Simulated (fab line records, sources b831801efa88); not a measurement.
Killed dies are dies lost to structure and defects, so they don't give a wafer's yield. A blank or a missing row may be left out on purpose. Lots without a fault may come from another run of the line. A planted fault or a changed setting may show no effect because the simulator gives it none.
fab line records | flow sfq_line
record lots=7 wafers=21 last_day=100
route steps=325 shown L0V@17 M0@28
lots that met no fault: from a run of the same line without faults
start_h: hours from the record's first day to the start of the lot's first wafer shown | wait_h: hours since the lot's step before | " the same as in the row above | L1.1+2: a row that stands for several wafers | - no value, or no start given | * or withheld: withheld | < > ~ a bound
route shown NAME@n: a module of which the file shows steps, and the number in the route of the first | usual: mean/standard deviation of fault-free wafers | same: alike in all rows | chamber/n: place in a boat | sites: the reading at each site | _std_site: their standard deviation | _edge_site: outer sites' mean less inner sites' | radius_mm: how far each site lies from the wafer's centre | mask NAME#n: copy n | behind: the tool/chamber that last shaped the wafer | hold: why the lot was held/for how many hours/how that ended | device: the transistor (n, p or np) that didn't switch | end of line: the same wafers' tests at the end of the route | a step without rows: its recipe alone | killed: dies lost to structure and defects at the first sort, not the wafer's yield | map: a wafer's dies, x killed, . not, _ none there
set.NAME: the setting as run; set.NAME@STEP: as run at that earlier step | model.NAME: the simulator's own value behind a step, which no gauge read
lots at some steps of the route; a table a step, a row a wafer
services: from which hour (start_h, from the record's first day; less than 0 if before it) a tool's chamber was out of use, for how many hours, and why
## steps
# step SFQ_TRILAYER_L0_VIA_LITHO_COAT_018
# recipe resist=BARC spin_rpm=3000 resist_thk_nm=62
# step SFQ_TRILAYER_L0_VIA_LITHO_COAT_013
# recipe resist=KrF spin_rpm=3000 resist_thk_nm=650
# step SFQ_TRILAYER_L0_VIA_LITHO_SOFTBAKE_017
# recipe temp_c=withheld time_s=withheld resist=KrF
# step SFQ_TRILAYER_L0_VIA_LITHO_EXPOSE_014
# recipe mask_id=L0V na=0.6 source_shape=conventional sigma_outer=0.65 target_cd_nm=700 dose_mj=21.3
# step SFQ_TRILAYER_L0_VIA_LITHO_PEB_016
# recipe peb_temp_c=115 peb_time_s=60 resist=KrF
# step SFQ_TRILAYER_L0_VIA_LITHO_DEVELOP_015
# recipe time_s=60 resist=KrF
# step SFQ_L0V_OVL_MEAS_903
# usual L0V_OVL=4/5.2
# columns lot.wafer tool chamber start_h wait_h L0V_OVL[nm]
L741.1 overlay-01 - 197.00 0.1 9
L741.4 " - " " -8
L741.5 " - " " 4
L746.3 overlay-02 - 240.21 0.1 6
L746.5 " - " " 6
L746.6 " - " " 0
L750.2 overlay-02 - 264.29 0.1 9
L750.4 " - " " 11
L750.6 " - " " 9
L751.2 overlay-02 - 269.09 0.1 4
L751.3 " - " " 1
L751.4 " - " " 1
L752.3 overlay-01 - 276.30 0.1 3
L752.4 " - " " 4
L752.6 " - " " 7
L758.1 overlay-02 - 327.79 0.1 0
L758.2 " - " " -5
L758.5 " - " " 2
L761.2 overlay-02 - 350.95 0.1 4
L761.4 " - " " 4
L761.5 " - " " -5
# step SFQ_TRILAYER_L0_VIA_BARC_OPEN_VIA_ETCH_021
# recipe mask_material=PR chemistry=O2 target_depth_nm=125 target=BARC source_w=500 bias_w=80 pressure_mtorr=30 time_s=41.7
# usual drypump_motor_current_A=5.8/0.46 oes_product_au=0.685/0.0047
# columns lot.wafer tool chamber start_h wait_h drypump_motor_current_A oes_product_au rf_hours_counter_h
L741.1 rie_diel-04 1 197.03 0.0 6.0 0.685 42
L741.4 " 3 " " 5.7 0.690 38
L741.5 " 1 " " 6.0 0.683 -
L746.3 rie_diel-04 0 240.23 0.0 6.2 0.680 1
L746.5 " 1 " " 6.0 0.679 -
L746.6 " 2 " " 5.6 0.690 -
L750.2 rie_diel-03 1 264.32 0.0 6.4 0.689 79
L750.4 " 0 " " 5.4 0.691 6
L750.6 " 0 " " 5.4 0.691 -
L751.2 rie_diel-04 1 269.12 0.0 6.0 0.684 43
L751.3 " 3 " " 5.7 0.688 38
L751.4 " 2 " " 5.6 0.686 -
L752.3 rie_diel-03 2 276.32 0.0 5.4 0.690 54
L752.4 " 0 " " 5.4 0.675 7
L752.6 " 2 " " 5.5 0.685 -
L758.1 rie_diel-03 3 327.83 0.0 5.1 0.691 41
L758.2 " 2 " " 5.5 0.682 55
L758.5 " 2 " " 5.4 0.682 -
L761.2 rie_diel-02 1 350.98 0.0 5.6 0.684 74
L761.4 " 2 " " 6.1 0.689 15
L761.5 " 2 " " 6.1 0.696 -
# step SFQ_TRILAYER_L0_VIA_ETCH_VIA_ETCH_016
# recipe target=SiO2 stop_on=MoNx_KI mask_material=PR chemistry=CHF3 target_depth_nm=80 source_w=500 bias_w=80 pressure_mtorr=30 time_s=withheld
# usual drypump_motor_current_A=5.8/0.46 oes_product_au=0.844/0.009
# columns lot.wafer tool chamber start_h wait_h drypump_motor_current_A oes_product_au
L741.1 rie_diel-04 1 197.07 0.0 6.0 0.845
L741.4 " 3 " " 5.7 0.850
L741.5 " 1 " " 6.0 0.841
L746.3 rie_diel-04 0 240.27 0.0 6.2 0.849
L746.5 " 1 " " 6.0 0.841
L746.6 " 2 " " 5.6 0.853
L750.2 rie_diel-03 1 264.36 0.0 6.5 0.834
L750.4 " 0 " " 5.4 0.853
L750.6 " 0 " " 5.5 0.849
L751.2 rie_diel-04 1 269.16 0.0 6.0 0.844
L751.3 " 3 " " 5.7 0.841
L751.4 " 2 " " 5.6 0.852
L752.3 rie_diel-03 2 276.36 0.0 5.5 0.847
L752.4 " 0 " " 5.5 0.842
L752.6 " 2 " " 5.4 0.849
L758.1 rie_diel-03 3 327.87 0.0 5.1 0.845
L758.2 " 2 " " 5.4 0.850
L758.5 " 2 " " 5.4 0.849
L761.2 rie_diel-02 1 351.02 0.0 5.6 0.836
L761.4 " 2 " " 6.2 0.848
L761.5 " 2 " " 6.1 0.853
# step SFQ_TRILAYER_L0_VIA_STRIP_STRIP_017
# recipe gas=O2 power_w=200 platen_temp_c=40 overash_fraction=0.65 chemistry=O2 pressure_mtorr=50
# usual drypump_motor_current_A=6.0/0.43 oes_product_au=1.000/0.0084
# columns lot.wafer tool chamber start_h wait_h drypump_motor_current_A oes_product_au rf_hours_counter_h
L741.1 rie_metal-02 0 197.12 - 5.6 0.993 50
L741.4 " 1 " " 6.4 0.997 -
L741.5 " 1 " " 6.3 0.996 -
L746.3 rie_metal-04 1 240.52 - 6.1 1.003 -
L746.5 " 0 " " 6.7 1.006 -
L746.6 " 1 " " 6.1 1.010 -
L750.2 rie_metal-01 1 264.41 - 5.5 0.991 104
L750.4 " 1 " " 5.5 0.987 -
L750.6 " 0 " " 5.8 1.004 -
L751.2 rie_metal-02 1 269.21 - 6.3 0.993 104
L751.3 " 0 " " 5.6 1.001 -
L751.4 " 1 " " 6.3 0.997 -
L752.3 rie_metal-02 1 276.61 - 6.3 1.000 -
L752.4 " 0 " " 5.6 1.005 -
L752.6 " 1 " " 6.3 1.001 -
L758.1 rie_metal-04 1 327.91 - 6.1 1.006 165
L758.2 " 0 " " 6.7 0.997 105
L758.5 " 1 " " 6.1 1.005 -
L761.2 rie_metal-01 1 351.07 - 5.5 0.988 116
L761.4 " 0 " " 5.8 1.004 -
L761.5 " 1 " " 5.5 0.984 -
# step SFQ_TRILAYER_L0_VIA_STRIP_SOLV_CLEAN_018
# recipe chemistry=NMP temp_c=70 time_s=600
# step SFQ_TRILAYER_M0_DEP_PRE_CLEAN_020
# recipe gas=Ar time_s=15 bias_v=250
# step SFQ_TRILAYER_M0_DEP_SPUTTER_019
# recipe material=Nb base_pressure_pa=1.33e-06 chamber_pressure_pa=0.1333 substrate_temp_c=20 resputter_cathode_voltage_v=400 target_thk_nm=200 power_w=2000 time_s=133.3
# usual throttle_valve_pct=29.9/0.98
# columns lot.wafer tool chamber start_h wait_h throttle_valve_pct model.Nb_of_TRILAYER_M0_DEP_SPUTTER_019.thk_nm
L741.1 pvd_sputter-05 - 197.92 0.0 31.1 201.7
L741.4 " - " " 31.5 201.1
L741.5 " - " " 29.5 204.3
L746.3 pvd_sputter-04 - 241.12 0.0 28.9 202.3
L746.5 " - " " 29.1 201.8
L746.6 " - " " 30.3 198
L750.2 pvd_sputter-05 - 265.21 0.0 31.3 370.5
L750.4 " - " " 28.8 367.9
L750.6 " - " " 29.4 372.3
L751.2 pvd_sputter-05 - 270.03 0.0 30.9 371.4
L751.3 " - " " 28.7 367.2
L751.4 " - " " 31.2 369.8
L752.3 pvd_sputter-05 - 277.21 0.0 31.0 365.7
L752.4 " - " " 29.4 367.9
L752.6 " - " " 31.5 366.4
L758.1 pvd_sputter-04 - 328.89 0.0 28.5 198.5
L758.2 " - " " 30.3 202.5
L758.5 " - " " 30.5 201.4
L761.2 pvd_sputter-04 - 351.87 0.0 30.6 202.5
L761.4 " - " " 30.3 202.6
L761.5 " - " " 29.0 203
# step SFQ_M0_RS_MEAS_904
# recipe thk_meas_gauge=four-point-probe reads=Nb_of_TRILAYER_M0_DEP_SPUTTER_019
# usual M0_NB_RS=0.887/0.011
# columns lot.wafer tool chamber start_h wait_h hold M0_NB_RS[ohm/sq]
L741.1 film_metro-01 - 198.01 0.0 - 0.882
L741.4 " - " " - 0.882
L741.5 " - " " - 0.870
L746.3 film_metro-04 - 241.25 0.1 - 0.878
L746.5 " - " " - 0.882
L746.6 " - " " - 0.897
L750.2 film_metro-02 - 265.32 0.1 await_dispo/0.2h/release 0.479
L750.4 " - " " await_dispo/0.2h/release 0.481
L750.6 " - " " await_dispo/0.2h/release 0.476
L750.2 film_metro-02 - 265.61 0.3 - 0.477
L750.4 " - " " - 0.484
L750.6 " - " " - 0.476
L751.2 film_metro-02 - 270.14 0.1 await_dispo/0.2h/release 0.477
L751.3 " - " " await_dispo/0.2h/release 0.482
L751.4 " - " " await_dispo/0.2h/release 0.480
L751.2 film_metro-02 - 270.42 0.3 - 0.476
L751.3 " - " " - 0.482
L751.4 " - " " - 0.480
L752.3 film_metro-01 - 277.34 0.1 await_dispo/0.2h/release 0.484
L752.4 " - " " await_dispo/0.2h/release 0.482
L752.6 " - " " await_dispo/0.2h/release 0.483
L752.3 film_metro-01 - 277.63 0.3 - 0.484
L752.4 " - " " - 0.482
L752.6 " - " " - 0.482
L758.1 film_metro-01 - 328.98 0.0 - 0.896
L758.2 " - " " - 0.878
L758.5 " - " " - 0.882
L761.2 film_metro-02 - 351.98 0.1 - 0.878
L761.4 " - " " - 0.880
L761.5 " - " " - 0.878
## services
# columns tool chamber start_h hours kind
rie_diel-02 - 184.82 0.3 repair
rie_diel-03 - 193.97 15.6 pm
pvd_sputter-04 - 218.74 0.6 repair
pvd_sputter-05 - 219.26 3.5 repair
rie_diel-04 1 221.08 11.4 repair
rie_metal-04 0 226.20 9.0 repair
rie_diel-02 - 232.98 0.6 repair
rie_metal-04 1 233.73 3.3 repair
rie_metal-04 - 236.72 2.8 pm
rie_diel-02 - 250.96 2.8 pm
pvd_sputter-05 - 251.02 7.4 repair
rie_diel-02 - 258.81 3.0 repair
rie_metal-02 - 266.28 2.8 pm
rie_metal-04 1 268.63 4.9 repair
rie_diel-04 0 269.00 6.0 repair
pvd_sputter-04 - 272.11 8.0 repair
rie_metal-01 - 272.62 0.4 repair
pvd_sputter-04 - 278.47 3.8 repair
rie_diel-04 0 280.13 16.2 repair
rie_diel-03 - 294.89 2.8 pm
rie_metal-04 - 301.20 1.9 repair
rie_diel-02 1 322.77 17.4 repair
rie_diel-04 1 343.82 9.0 repair
pvd_sputter-04 - 345.71 0.7 repair
## key
first_sign step=SFQ_M0_RS_MEAS_904 reading=visit direction=added
effect step=SFQ_M0_RS_MEAS_904 reading=M0_NB_RS direction=down sigmas=38 usual=0.887 struck=0.480
model_effect step=SFQ_TRILAYER_M0_DEP_SPUTTER_019 value=Nb_of_TRILAYER_M0_DEP_SPUTTER_019.thk_nm without=199.8 struck=368.8
met_at SFQ_TRILAYER_M0_DEP_SPUTTER_019
struck_wafers L750.2,L750.4,L750.6,L751.2,L751.3,L751.4,L752.3,L752.4,L752.6
scrapped_behind SFQ_M0_RS_MEAS_904 L750.2,L750.4,L750.6,L751.2,L751.3,L751.4,L752.3,L752.4,L752.6
onset_between 197.92 265.21
fault kind=process_parameter_drift tool=pvd_sputter-05 chamber=- onset_h=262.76 steps=SFQ_TRILAYER_M0_DEP_SPUTTER_019 channel=target_thk_nm offset=169 shape=step end_h=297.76 acts_in=these_recipes_only stated=200
